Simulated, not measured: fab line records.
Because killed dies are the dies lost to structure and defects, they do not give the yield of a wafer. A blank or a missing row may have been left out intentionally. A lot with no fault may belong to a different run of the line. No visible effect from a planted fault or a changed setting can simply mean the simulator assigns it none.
Matching of chambers / flow gf180mcu / GF_V3_CVD_02 on pecvd-01: 3 sister chambers
The step deposits SiO2 from TEOS, target thk 850 nm, time 94.851 s. 3 wafers are shown with their chamber, then 11 later ones without.

== WAFERS WITH THEIR CHAMBER ==
wafer=L088.4; chamber=2; heater_power_w (W)=651
wafer=L088.5; chamber=0; heater_power_w (W)=743
wafer=L091.3; chamber=1; heater_power_w (W)=864

== WAFERS WITH NO CHAMBER GIVEN ==
wafer=L091.5; heater_power_w (W)=559
wafer=L091.6; heater_power_w (W)=706
wafer=L095.1; heater_power_w (W)=877
wafer=L095.4; heater_power_w (W)=643
wafer=L095.5; heater_power_w (W)=760
wafer=L096.2; heater_power_w (W)=861
wafer=L096.4; heater_power_w (W)=726
wafer=L096.5; heater_power_w (W)=625
wafer=L097.1; heater_power_w (W)=851
wafer=L097.2; heater_power_w (W)=700
wafer=L097.3; heater_power_w (W)=696

== WHICH CHAMBER EACH ONE RAN IN ==
wafer=L091.5; from the rows above=2; in truth=2
wafer=L091.6; from the rows above=can't be placed: 0 or 2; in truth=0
wafer=L095.1; from the rows above=1; in truth=1
wafer=L095.4; from the rows above=2; in truth=2
wafer=L095.5; from the rows above=0; in truth=0
wafer=L096.2; from the rows above=1; in truth=1
wafer=L096.4; from the rows above=can't be placed: 0 or 2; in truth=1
wafer=L096.5; from the rows above=2; in truth=2
wafer=L097.1; from the rows above=1; in truth=1
wafer=L097.2; from the rows above=can't be placed: 0 or 2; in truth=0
wafer=L097.3; from the rows above=can't be placed: 2 or 0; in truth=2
Placed correctly: 7 of 11. From these rows, 4 cannot be placed; in 3 the true chamber is one of the candidates. 0 placed wrongly.
How it was worked out, from the rows above alone: a wafer's distance from a chamber is the root of the sum, over the readings, of the square of ((its reading less the chamber's mean) divided by the reading's scatter). If the next closest chamber is less than 2 further off than the closest, the wafer can't be placed; otherwise it belongs to the closest. For every chamber, the mean is computed from those of its wafers that are shown. The scatter: with one shown wafer a chamber, the root of the mean of the squares of how far each hidden wafer lies from its nearest shown one.
